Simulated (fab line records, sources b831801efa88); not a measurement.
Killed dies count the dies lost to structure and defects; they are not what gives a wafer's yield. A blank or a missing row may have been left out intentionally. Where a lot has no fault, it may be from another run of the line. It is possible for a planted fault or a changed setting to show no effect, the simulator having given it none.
Which tool is to blame?	flow sky130	13 lots, 39 wafers sampled, at 4 steps of a route of 708

WHAT EACH GAUGE READ, for each wafer
SKY_VT_ADJUST_HVTP_TW_MEAS_11.
lot	measured	on	VT_ADJUST_HVTP_TW
L852	day 5 23:05	film_metro-02	1357 1360 1360
L854	day 6 11:20	film_metro-02	1357 1354 1352
L855	day 7 18:39	film_metro-01	1352 1357 1352
L857	day 8 01:28	film_metro-04	1364 1358 1363
L856	day 8 02:31	film_metro-04	1363 1358 1361
L858	day 8 07:11	film_metro-02	1375 1372 1371
L864	day 9 09:57	film_metro-02	1326 1343 1331
L866	day 9 19:18	film_metro-02	1327 1328 1331
L867	day 10 05:11	film_metro-02	1315 1324 1314
L868	day 10 07:02	film_metro-04	1365 1367 1369
L870	day 10 19:40	film_metro-01	1358 1352 1357
L872	day 11 12:48	film_metro-04	1367 1369 1367
L875	day 12 03:39	film_metro-02	1370 1368 1365

SKY_POLY_GATE_THK_MEAS_21.
lot	measured	on	POLY_GATE_OXIDATION_THK (nm)
L852	day 16 01:29	film_metro-04	4.02 4.03 4.10
L854	day 16 20:36	film_metro-04	3.97 3.96 3.99
L855	day 18 15:47	film_metro-04	3.97 3.94 3.88
L857	day 19 05:21	film_metro-01	4.07 3.99 4.00
L856	day 19 10:05	film_metro-02	3.91 3.89 4.00
L858	day 19 13:11	film_metro-04	3.87 3.89 3.79
L864	day 21 01:56	film_metro-02	3.94 4.00 3.83
L866	day 21 17:31	film_metro-01	3.94 3.96 3.99
L867	day 22 01:40	film_metro-01	4.01 3.87 4.08
L868	day 22 06:26	film_metro-02	4.03 3.91 3.98
L870	day 22 22:37	film_metro-04	3.94 3.96 4.02
L872	day 23 20:56	film_metro-02	3.95 4.11 4.01
L875	day 24 18:34	film_metro-01	3.92 3.96 3.91

SKY_LI_CONTACT_THK_MEAS_01.
lot	measured	on	LI_CONTACT_HDPCVD_THK (nm)
L852	day 27 12:13	film_metro-01	933 916 944
L854	day 28 08:11	film_metro-04	928 924 927
L855	day 30 01:30	film_metro-04	912 919 930
L857	day 30 13:26	film_metro-01	925 919 921
L856	day 30 17:35	film_metro-02	919 935 919
L858	day 30 19:52	film_metro-04	925 930 939
L864	day 32 05:38	film_metro-01	935 935 931
L866	day 32 20:12	film_metro-01	934 931 927
L867	day 33 02:25	film_metro-04	922 926 923
L868	day 33 08:37	film_metro-01	929 933 925
L870	day 33 19:46	film_metro-01	930 924 913
L872	day 34 16:37	film_metro-02	922 934 937
L875	day 35 10:05	film_metro-02	937 931 926

TOOL THAT RAN EACH LOT (tool first, then ch and the chambers of the sampled wafers, then the start)
lot	SKY_VT_ADJUST_HVTP_IMPLANT_09
L852	implanter-03 ch 0, day 5 22:50
L854	implanter-02 ch 0, day 6 11:06
L855	implanter-01 ch 0, day 7 18:26
L857	implanter-02 ch 0, day 8 01:14
L856	implanter-01 ch 0, day 8 02:15
L858	implanter-03 ch 0, day 8 06:56
L864	implanter-03 ch 0, day 9 09:42
L866	implanter-03 ch 0, day 9 19:03
L867	implanter-03 ch 0, day 10 04:56
L868	implanter-02 ch 0, day 10 06:47
L870	implanter-01 ch 0, day 10 19:22
L872	implanter-01 ch 0, day 11 12:33
L875	implanter-01 ch 0, day 12 03:24
- SKY_VT_ADJUST_HVTP_IMPLANT_09

WHAT THE TOOLS THEMSELVES READ (means of the sampled wafers that have a number; where no wafer has one, the mark that the record gives instead)
SKY_VT_ADJUST_HVTP_IMPLANT_09.
lot	tool	dose_ions_cm2	faraday_current_uA
L852	implanter-03	4.3e+12	23.8
L854	implanter-02	4.3e+12	24.7
L855	implanter-01	4.3e+12	24.0
L857	implanter-02	4.3e+12	24.0
L856	implanter-01	4.3e+12	23.6
L858	implanter-03	4.3e+12	24.3
L864	implanter-03	3.9e+12	21.9
L866	implanter-03	3.9e+12	21.7
L867	implanter-03	3.9e+12	21.9
L868	implanter-02	4.3e+12	24.4
L870	implanter-01	4.3e+12	24.2
L872	implanter-01	4.3e+12	24.7
L875	implanter-01	4.3e+12	24.4

THE ANSWER, worked out from the rows above alone
Rule: the lots themselves supply what counts as usual. The widest of any qualifying gaps counts: lots, ordered by their means at a reading, are off when they make up no more than a third of the lots, leave a main group of 4 or more, and stand apart from it by 3 or more times the standard deviation of that group's means. A main group is skipped when, at the precision printed for the reading in the tables above, its means are all equal. Also off: a lot with no number at a reading for which 4 or more lots have one. Any other lot the step has rows for is counted as sound. Order of review: gauges by route order, followed by the tools' own readings, for which a lot's mean as printed above is used. At the first step where some lot is off, the reading lying furthest off is the one used; lots without a number count as furthest.
Off: L864, L866, L867, at SKY_VT_ADJUST_HVTP_TW_MEAS_11 (VT_ADJUST_HVTP_TW). Mean 1362 and standard deviation 6.2 in the main group.
A tool fits if, at a process step before that reading, it ran every lot that is off, and no sound lot after the first of them. The gauges at SKY_VT_ADJUST_HVTP_TW_MEAS_11 aren't tried: what is off there is off at SKY_VT_ADJUST_HVTP_IMPLANT_09 too, on other tools, and a gauge's error can't cause that. One fits: SKY_VT_ADJUST_HVTP_IMPLANT_09 on implanter-03. Its last sound lot is L858 (day 8 06:56), its first lot that is off L864 (day 9 09:42): a fault that began between those two fits.
The tool's own readings at SKY_VT_ADJUST_HVTP_IMPLANT_09 bear it out: on the lots that are off they differ by more than 5 times the standard deviation of the sound lots' means. dose_ions_cm2 reads 3.9e+12 there against 4.3e+12 on the sound lots; faraday_current_uA reads 21.8 there against 24.2 on the sound lots.

WHAT THE SIMULATOR PUT IN
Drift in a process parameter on implanter-03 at SKY_VT_ADJUST_HVTP_IMPLANT_09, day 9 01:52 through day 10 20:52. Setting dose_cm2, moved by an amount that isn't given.
Lots struck among those shown: L864, L866, L867. Same finding as the rule above.
